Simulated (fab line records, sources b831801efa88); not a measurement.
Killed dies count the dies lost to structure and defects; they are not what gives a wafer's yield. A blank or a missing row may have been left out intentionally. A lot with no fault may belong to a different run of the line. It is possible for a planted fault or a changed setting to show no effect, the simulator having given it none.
fab line records	flow sky130
record: lots: 12	wafers: 36	lastDay: 50
route steps=708 shown LDD_N@254 SD_P@330 RES_XHIGH@340 LI_CONTACT@365 PAD_OPEN@708
lots that met no fault: from a run of the same line without faults
startH: start of the lot's first displayed wafer, in hours after the record's first day	waitH: hours elapsed since this lot's preceding step	" same as the row above	L1.1+2: a single row standing in for several wafers	- value missing, or start not given	* or withheld: withheld	< > ~ a bound
route shown NAME@n: NAME is a module with steps in the file, n the number in the route of the first one	usual: average and standard deviation across the fault-free wafers	same: alike in all rows	chamber/n: place in a boat	sites: each site's reading	_std_site: the standard deviation of these	_edge_site: mean of outer sites minus mean of inner sites	radiusMm: for every site, how far away it sits from the centre of the wafer	mask NAME#n: copy n	behind: tool/chamber where the wafer was last shaped	hold: what put the lot on hold/how long, in hours/how the hold closed	device: whichever transistor did not switch (one of n, p or np)	end of line: tests run on the same wafers once the route is complete	a step with no rows: only its recipe	killed: at the first sort, the dies lost to defects and structure; wafer yield is something else	map: dies across one wafer; x = killed, . = not, _ = none there
set.NAME: the setting as run; set.NAME@STEP: as run at that earlier step	model.NAME: the simulator's own value behind a step, which no gauge read
a sample of lots followed through the steps of the route, with each step as a table and each wafer as a row
services: the hour from which a tool's chamber was out of use, counted from the record's first day as startH (under 0 if before that day), plus the number of hours and why
== steps ==
step: SKY_LDD_N_TW_MEAS_17
usual: LDD_N_TW: 2566/12
lot.wafer	tool	chamber	startH	waitH	LDD_N_TW
L740.1	filmMetro-03	-	421.07	0.1	2543
L740.2	"	-	"	"	2556
L740.6	"	-	"	"	2561
L743.1	filmMetro-03	-	479.02	0.1	2571
L743.4	"	-	"	"	2568
L743.6	"	-	"	"	2584
L745.1	filmMetro-03	-	483.78	0.1	2552
L745.4	"	-	"	"	2554
L745.5	"	-	"	"	2570
L744.3	filmMetro-03	-	484.45	0.1	2555
L744.4	"	-	"	"	2562
L744.5	"	-	"	"	2556
L747.1	filmMetro-04	-	520.70	0.1	2579
L747.2	"	-	"	"	2564
L747.4	"	-	"	"	2575
L751.2	filmMetro-04	-	550.54	0.1	2572
L751.5	"	-	"	"	2580
L751.6	"	-	"	"	2562
L752.1	filmMetro-03	-	555.25	0.1	2554
L752.2	"	-	"	"	2542
L752.6	"	-	"	"	2557
L754.3	filmMetro-03	-	560.96	0.1	2545
L754.4	"	-	"	"	2554
L754.5	"	-	"	"	2550
L753.1	filmMetro-01	-	562.50	0.1	2577
L753.2	"	-	"	"	2585
L753.4	"	-	"	"	2573
L756.2	filmMetro-03	-	574.59	0.1	2557
L756.3	"	-	"	"	2545
L756.4	"	-	"	"	2547
L755.2	filmMetro-01	-	576.26	0.1	2568
L755.3	"	-	"	"	2572
L755.5	"	-	"	"	2580
L758.2	filmMetro-04	-	582.34	0.1	2571
L758.3	"	-	"	"	2570
L758.5	"	-	"	"	2579
step: SKY_SD_P_STRIP_10
recipe: chemistry: O2/N2	powerW: 1400	pressureMtorr: 1500	platenTempC: withheld	o2FlowSccm: 3000	n2FlowSccm: 300	overashFraction: 0.5
usual: chamberPressureMTorr: 1500.1/1.4	drypumpMotorCurrentA: 5.5/0.41	oesProductAu: 0.619/0.0051	overashFraction: 0.5/0	stripTimeToEndpointS: 17.45/0.039
lot.wafer	tool	chamber	startH	waitH	chamberPressureMTorr	drypumpMotorCurrentA	oesProductAu	overashFraction	rfHoursCounterH	stripTimeToEndpointS
L740.1	plasmaAsher-04	0	609.07	0.1	1500.8	5.7	0.623	0.5	87	17.44
L740.2	"	1	"	"	1496.8	5.2	0.620	0.5	87	17.49
L740.6	"	1	"	"	1500.1	5.2	0.612	0.5	-	17.47
L743.1	plasmaAsher-01	0	661.36	0.1	1498.8	4.9	0.614	0.5	56	17.53
L743.4	"	1	"	"	1501.1	5.7	0.622	0.5	-	17.49
L743.6	"	1	"	"	1502.4	5.7	0.618	0.5	-	17.54
L745.1	plasmaAsher-03	0	664.96	0.1	1500.2	5.3	0.625	0.5	23	17.45
L745.4	"	0	"	"	1499.3	5.3	0.620	0.5	-	17.46
L745.5	"	1	"	"	1500.1	6.2	0.622	0.5	-	17.45
L744.3	plasmaAsher-01	1	665.43	0.1	1502.1	5.7	0.617	0.5	-	17.51
L744.4	"	0	"	"	1501.2	4.9	0.624	0.5	-	17.48
L744.5	"	0	"	"	1501.2	4.9	0.610	0.5	-	17.48
L747.1	plasmaAsher-04	0	697.80	0.1	1499.2	5.7	0.619	0.5	96	17.42
L747.2	"	1	"	"	1497.4	5.2	0.625	0.5	96	17.37
L747.4	"	0	"	"	1500.8	5.7	0.622	0.5	-	17.42
L751.2	plasmaAsher-04	0	726.10	0.1	1501.5	5.8	0.617	0.5	99	17.46
L751.5	"	0	"	"	1502.0	5.8	0.611	0.5	-	17.48
L751.6	"	1	"	"	1502.1	5.2	0.611	0.5	-	17.47
L752.1	plasmaAsher-01	0	730.45	0.1	-	-	-	-	-	-
L752.2	"	1	"	"	-	-	-	-	-	-
L752.6	"	0	"	"	-	-	-	-	-	-
L754.3	plasmaAsher-01	0	737.61	0.1	-	-	-	-	-	-
L754.4	"	1	"	"	-	-	-	-	-	-
L754.5	"	0	"	"	-	-	-	-	-	-
L753.1	plasmaAsher-01	0	738.66	0.1	-	-	-	-	-	-
L753.2	"	1	"	"	-	-	-	-	-	-
L753.4	"	1	"	"	-	-	-	-	-	-
L756.2	plasmaAsher-01	0	746.77	0.1	1500.2	4.9	0.625	0.5	65	17.39
L756.3	"	0	"	"	1499.5	4.9	0.611	0.5	-	17.45
L756.4	"	1	"	"	1498.9	5.7	0.617	0.5	-	17.49
L755.2	plasmaAsher-01	0	748.51	0.1	1501.0	4.9	0.615	0.5	65	17.43
L755.3	"	1	"	"	1498.8	5.7	0.621	0.5	-	17.49
L755.5	"	1	"	"	1500.0	5.7	0.624	0.5	-	17.44
L758.2	plasmaAsher-03	1	755.21	0.1	1501.3	6.3	0.620	0.5	32	17.48
L758.3	"	1	"	"	1498.2	6.2	0.608	0.5	-	17.40
L758.5	"	1	"	"	1501.8	6.2	0.616	0.5	-	17.47
step: SKY_RES_XHIGH_STRIP_08
recipe: chemistry: O2/N2	powerW: 1400	pressureMtorr: 1500	platenTempC: withheld	o2FlowSccm: 3000	n2FlowSccm: 300	overashFraction: 0.5
usual: chamberPressureMTorr: 1499.9/1.2	drypumpMotorCurrentA: 5.6/0.48	oesProductAu: 0.711/0.0046	stripTimeToEndpointS: 14.30/0.04
same: overashFraction: 0.5
lot.wafer	tool	chamber	startH	waitH	chamberPressureMTorr	drypumpMotorCurrentA	oesProductAu	rfHoursCounterH	stripTimeToEndpointS
L740.1	plasmaAsher-03	0	638.56	0.1	1501.0	5.3	0.719	20	14.30
L740.2	"	1	"	"	1499.4	6.2	0.717	20	14.32
L740.6	"	0	"	"	1498.1	5.3	0.711	-	14.32
L743.1	plasmaAsher-01	0	689.52	0.1	1499.5	5.0	0.716	59	14.38
L743.4	"	1	"	"	1498.5	5.7	0.709	-	14.37
L743.6	"	1	"	"	1499.3	5.7	0.712	-	14.38
L745.1	plasmaAsher-03	1	692.63	0.1	1500.3	6.2	0.710	25	14.26
L745.4	"	1	"	"	1499.6	6.2	0.711	-	14.28
L745.5	"	0	"	"	1498.3	5.3	0.700	-	14.27
L744.3	plasmaAsher-03	1	693.59	0.1	1501.7	6.3	0.708	-	14.37
L744.4	"	0	"	"	1499.5	5.2	0.713	-	14.34
L744.5	"	0	"	"	1500.3	5.3	0.710	-	14.32
L747.1	plasmaAsher-02	0	725.78	0.1	1500.6	6.1	0.713	90	14.30
L747.2	"	1	"	"	1499.2	5.2	0.709	90	14.31
L747.4	"	0	"	"	1498.6	6.1	0.703	-	14.34
L751.2	plasmaAsher-03	1	753.26	0.1	1499.1	6.3	0.705	32	14.36
L751.5	"	0	"	"	1498.2	5.3	0.708	-	14.30
L751.6	"	1	"	"	1497.9	6.2	0.714	-	14.34
L752.1	plasmaAsher-03	1	757.88	0.1	1502.1	6.2	0.714	32	31.32
L752.2	"	0	"	"	1501.3	5.2	0.723	32	31.39
L752.6	"	0	"	"	1500.0	5.3	0.717	-	31.37
L754.3	plasmaAsher-02	0	763.94	0.1	1499.4	6.1	0.721	-	31.39
L754.4	"	1	"	"	1499.4	5.2	0.713	-	31.39
L754.5	"	0	"	"	1500.8	6.1	0.721	-	31.29
L753.1	plasmaAsher-01	0	765.62	0.1	1501.4	4.9	0.720	67	31.35
L753.2	"	1	"	"	1501.3	5.7	0.710	67	31.39
L753.4	"	1	"	"	1498.5	5.7	0.716	-	31.39
L756.2	plasmaAsher-01	1	774.02	0.1	1498.7	5.7	0.719	68	14.29
L756.3	"	1	"	"	1498.8	5.7	0.710	-	14.32
L756.4	"	0	"	"	1499.9	4.9	0.711	-	14.35
L755.2	plasmaAsher-02	1	775.12	0.1	1498.4	5.2	0.712	94	14.28
L755.3	"	1	"	"	1498.7	5.2	0.707	-	14.28
L755.5	"	1	"	"	1500.8	5.2	0.715	-	14.27
L758.2	plasmaAsher-03	1	782.66	0.1	1500.6	6.2	0.714	34	14.27
L758.3	"	1	"	"	1499.6	6.3	0.712	-	14.23
L758.5	"	0	"	"	1498.5	5.3	0.710	-	14.27
step: SKY_RES_XHIGH_TW_MEAS_09
usual: RES_XHIGH_TW: 1636/9.6
lot.wafer	tool	chamber	startH	waitH	hold	RES_XHIGH_TW
L740.1	filmMetro-01	-	638.66	0.1	-	1641
L740.2	"	-	"	"	-	1642
L740.6	"	-	"	"	-	1639
L743.1	filmMetro-01	-	689.62	0.1	-	1649
L743.4	"	-	"	"	-	1639
L743.6	"	-	"	"	-	1643
L745.1	filmMetro-01	-	692.73	0.1	-	1644
L745.4	"	-	"	"	-	1637
L745.5	"	-	"	"	-	1640
L744.3	filmMetro-03	-	693.68	0.1	-	1611
L744.4	"	-	"	"	-	1609
L744.5	"	-	"	"	-	1617
L747.1	filmMetro-01	-	725.88	0.1	-	1631
L747.2	"	-	"	"	-	1642
L747.4	"	-	"	"	-	1635
L751.2	filmMetro-02	-	753.37	0.1	-	1632
L751.5	"	-	"	"	-	1638
L751.6	"	-	"	"	-	1646
L752.1	filmMetro-02	-	757.98	0.1	awaitDispo/0.2h/release	30
L752.2	"	-	"	"	awaitDispo/0.2h/release	30
L752.6	"	-	"	"	awaitDispo/0.2h/release	30
L752.1	filmMetro-02	-	758.21	0.2	-	30
L752.2	"	-	"	"	-	30
L752.6	"	-	"	"	-	30
L754.3	filmMetro-02	-	764.03	0.1	awaitDispo/0.2h/release	30
L754.4	"	-	"	"	awaitDispo/0.2h/release	30
L754.5	"	-	"	"	awaitDispo/0.2h/release	30
L754.3	filmMetro-02	-	764.26	0.2	-	30
L754.4	"	-	"	"	-	30
L754.5	"	-	"	"	-	30
L753.1	filmMetro-02	-	765.72	0.1	awaitDispo/0.2h/release	30
L753.2	"	-	"	"	awaitDispo/0.2h/release	30
L753.4	"	-	"	"	awaitDispo/0.2h/release	30
L753.1	filmMetro-02	-	765.94	0.2	-	30
L753.2	"	-	"	"	-	30
L753.4	"	-	"	"	-	30
L756.2	filmMetro-03	-	774.13	0.1	-	1628
L756.3	"	-	"	"	-	1639
L756.4	"	-	"	"	-	1640
L755.2	filmMetro-02	-	775.23	0.1	-	1658
L755.3	"	-	"	"	-	1646
L755.5	"	-	"	"	-	1650
L758.2	filmMetro-03	-	782.77	0.1	-	1642
L758.3	"	-	"	"	-	1637
L758.5	"	-	"	"	-	1633
step: SKY_SD_N_RS_MEAS_17
recipe: thkMeasGauge: four-point-probe
usual: SD_P_RS: 147.3/0.38
lot.wafer	tool	chamber	startH	waitH	SD_P_RS[ohm/sq]
L740.1	filmMetro-02	-	667.04	0.1	147.4
L740.2	"	-	"	"	147.3
L740.6	"	-	"	"	147.2
L743.1	filmMetro-01	-	718.05	0.1	147.4
L743.4	"	-	"	"	147.6
L743.6	"	-	"	"	147.8
L745.1	filmMetro-01	-	720.74	0.1	147.8
L745.4	"	-	"	"	147.6
L745.5	"	-	"	"	147.3
L744.3	filmMetro-02	-	722.51	0.1	147.0
L744.4	"	-	"	"	146.7
L744.5	"	-	"	"	146.7
L747.1	filmMetro-01	-	753.94	0.1	147.5
L747.2	"	-	"	"	147.3
L747.4	"	-	"	"	147.1
L751.2	filmMetro-03	-	781.54	0.1	147.0
L751.5	"	-	"	"	147.5
L751.6	"	-	"	"	147.6
L756.2	filmMetro-01	-	800.89	0.1	147.5
L756.3	"	-	"	"	147.3
L756.4	"	-	"	"	147.3
L755.2	filmMetro-03	-	802.64	0.1	147.9
L755.3	"	-	"	"	147.7
L755.5	"	-	"	"	147.7
L758.2	filmMetro-02	-	810.43	0.1	147.2
L758.3	"	-	"	"	147.1
L758.5	"	-	"	"	146.8
step: SKY_LI_CONTACT_BOW_MEAS_03
recipe: mode: bow
usual: LI_CONTACT_BOW: 55/6.6
lot.wafer	tool	chamber	startH	waitH	LI_CONTACT_BOW[um]
L740.1	filmMetro-02	-	667.78	0.2	50
L740.2	"	-	"	"	48
L740.6	"	-	"	"	55
L743.1	filmMetro-01	-	718.77	0.2	57
L743.4	"	-	"	"	62
L743.6	"	-	"	"	63
L745.1	filmMetro-01	-	721.46	0.2	54
L745.4	"	-	"	"	48
L745.5	"	-	"	"	51
L744.3	filmMetro-01	-	723.24	0.3	49
L744.4	"	-	"	"	54
L744.5	"	-	"	"	56
L747.1	filmMetro-03	-	754.66	0.2	49
L747.2	"	-	"	"	52
L747.4	"	-	"	"	43
L751.2	filmMetro-03	-	782.26	0.2	58
L751.5	"	-	"	"	56
L751.6	"	-	"	"	51
L756.2	filmMetro-01	-	801.61	0.1	61
L756.3	"	-	"	"	54
L756.4	"	-	"	"	50
L755.2	filmMetro-03	-	803.36	0.3	65
L755.3	"	-	"	"	42
L755.5	"	-	"	"	56
L758.2	filmMetro-02	-	811.15	0.2	56
L758.3	"	-	"	"	63
L758.5	"	-	"	"	61
step: SKY_PAD_OPEN_PROBE_99
usual: defectLimitedYield: 82.1/1.8	killed_at_M0_to_M3: 44/6.2	killed_at_M4_up: 3.3/1.8	killedAtContacts: 25/5.8	killedAtFrontEnd: 15/4	killedAtOther: 0.3/0.49	killedDies: 88/8.8	killedOpen: 48/6.5	killedShort: 39/6.3	sort_bin_3_pad_short: 0.9/0.41	sort_bin_5_function: 10.6/1.4	sort_bin_6_memory: 6.4/1.1	sortNPass: 404/8.8	sortYieldPct: 82.1/1.8
same: grossDies: 492	killedAtBackSide: 0	sort_bin_4_leakage[%]: 0	sort_bin_8_speed[%]: 0
lot.wafer	tool	chamber	startH	waitH	defectLimitedYield[%]	killed_at_M0_to_M3	killed_at_M4_up	killedAtContacts	killedAtFrontEnd	killedAtOther	killedDies	killedOpen	killedShort	sort_bin_3_pad_short[%]	sort_bin_5_function[%]	sort_bin_6_memory[%]	sortNPass	sortYieldPct[%]
L743.1	prober-01	-	1128.26	0.1	81.7	44	2	33	11	0	90	54	36	1.0	9.3	7.9	402	81.7
L743.4	prober-01	-	1128.41	0.2	82.5	38	3	28	16	1	86	50	36	0.2	11.6	5.7	406	82.5
L743.6	prober-01	-	1128.51	0.2	85.8	38	3	15	14	0	70	32	38	0.8	7.9	5.5	422	85.8
L747.1	prober-02	-	1154.65	0.1	82.3	34	5	29	19	0	87	46	41	0.8	10.6	6.3	405	82.3
L747.2	prober-02	-	1154.70	0.1	83.1	43	0	21	19	0	83	44	39	1.0	10.2	5.7	409	83.1
L747.4	prober-02	-	1154.80	0.2	79.9	48	2	30	19	0	99	61	38	1.0	12.4	6.7	393	79.9
L758.2	prober-02	-	1193.81	0.1	84.3	35	1	23	18	0	77	34	43	0.8	8.1	6.7	415	84.3
L758.3	prober-02	-	1193.86	0.2	80.3	49	2	27	19	0	97	47	50	0.6	11.6	7.5	395	80.3
L758.5	prober-02	-	1193.96	0.2	84.8	38	3	21	12	1	75	40	35	0.6	9.1	5.5	417	84.8
killed by level:class
L743.1 CONTACT:geometricParticle:open=16 VIA1:geometricParticle:open=11 VIA1:geometricParticle:short=7 VIA2:geometricParticle:open=7 CONTACT:geometricParticle:short=6 VIA3:geometricParticle:open=5 FIELD_ISO:geometricParticle:open=4 LOCAL_INTERCONNECT:geometricParticle:short=4
L743.4 CONTACT:geometricParticle:open=14 POLY_GATE:geometricParticle:open=7 VIA3:geometricParticle:open=7 VIA1:geometricParticle:open=6 LI_CONTACT:geometricParticle:open=6 POLY_GATE:geometricParticle:short=4 VIA1:geometricParticle:short=4 METAL3:geometricParticle:short=4
L743.6 VIA1:geometricParticle:open=8 LOCAL_INTERCONNECT:geometricParticle:short=6 VIA2:geometricParticle:open=6 METAL1:geometricParticle:short=5 CONTACT:geometricParticle:open=5 METAL2:geometricParticle:short=5 VIA1:geometricParticle:short=5 POLY_GATE:geometricParticle:open=4
L747.1 CONTACT:geometricParticle:open=12 VIA1:geometricParticle:open=11 LI_CONTACT:geometricParticle:open=9 FIELD_ISO:geometricParticle:short=5 FIELD_ISO:geometricParticle:open=5 METAL4:geometricParticle:short=5 SPACER:geometricParticle:short=4 METAL2:geometricParticle:short=4
L747.2 VIA1:geometricParticle:short=11 VIA1:geometricParticle:open=10 CONTACT:geometricParticle:open=9 FIELD_ISO:geometricParticle:short=6 VIA2:geometricParticle:open=6 VIA3:geometricParticle:open=5 SPACER:geometricParticle:short=4 LI_CONTACT:geometricParticle:open=4
L747.4 VIA1:geometricParticle:open=14 CONTACT:geometricParticle:open=12 VIA2:geometricParticle:open=9 CONTACT:geometricParticle:short=8 METAL2:geometricParticle:short=7 FIELD_ISO:geometricParticle:open=6 LI_CONTACT:geometricParticle:open=5 FIELD_ISO:geometricParticle:short=4
L758.2 VIA1:geometricParticle:open=8 LI_CONTACT:geometricParticle:open=7 VIA1:geometricParticle:short=7 FIELD_ISO:geometricParticle:short=5 LI_CONTACT:geometricParticle:short=5 CONTACT:geometricParticle:open=5 METAL1:geometricParticle:short=5 METAL2:geometricParticle:short=5
L758.3 VIA1:geometricParticle:short=8 LI_CONTACT:geometricParticle:open=7 VIA1:geometricParticle:open=7 VIA2:geometricParticle:open=7 FIELD_ISO:geometricParticle:open=6 VIA3:geometricParticle:open=6 CONTACT:geometricParticle:open=5 LOCAL_INTERCONNECT:geometricParticle:short=5
L758.5 VIA1:geometricParticle:open=9 CONTACT:geometricParticle:open=8 LI_CONTACT:geometricParticle:open=7 VIA2:geometricParticle:open=5 VIA3:geometricParticle:short=5 VIA3:geometricParticle:open=5 POLY_GATE:geometricParticle:short=4 CONTACT:geometricParticle:short=4
== services ==
tool	chamber	startH	hours	kind
plasmaAsher-01	-	714.81	2.8	pm
plasmaAsher-02	-	730.23	6.6	repair
plasmaAsher-04	-	733.77	9.0	pm
plasmaAsher-04	0	733.77	9.0	ventCycle
plasmaAsher-04	1	733.77	9.0	ventCycle
plasmaAsher-04	0	742.77	-	clean
plasmaAsher-04	1	742.77	-	clean
plasmaAsher-04	-	751.52	1.1	repair
== key ==
firstSign: step: SKY_SD_P_STRIP_10	reading: toolRecord	direction: missing
effect: step: SKY_RES_XHIGH_STRIP_08	reading: stripTimeToEndpointS	direction: up	sigmas: 99+	usual: *	struck: *
effect: step: SKY_RES_XHIGH_TW_MEAS_09	reading: visit	direction: added
effect: step: SKY_RES_XHIGH_TW_MEAS_09	reading: RES_XHIGH_TW	direction: down	sigmas: 99+	usual: 1636	struck: 30
metAt SKY_SD_P_STRIP_10
struckLots L752,L753,L754
scrappedBehind SKY_RES_XHIGH_TW_MEAS_09 L752.1,L752.2,L752.6,L753.1,L753.2,L753.4,L754.3,L754.4,L754.5
notActingAt SKY_LDD_N_TW_MEAS_17,SKY_SD_N_RS_MEAS_17,SKY_LI_CONTACT_BOW_MEAS_03
onsetBetween 665.43 730.45
fault: kind: skippedStepWhole	tool: plasmaAsher-01	chamber: -	onsetH: 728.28	steps: SKY_SD_P_STRIP_10	scope: struckLotsOnly
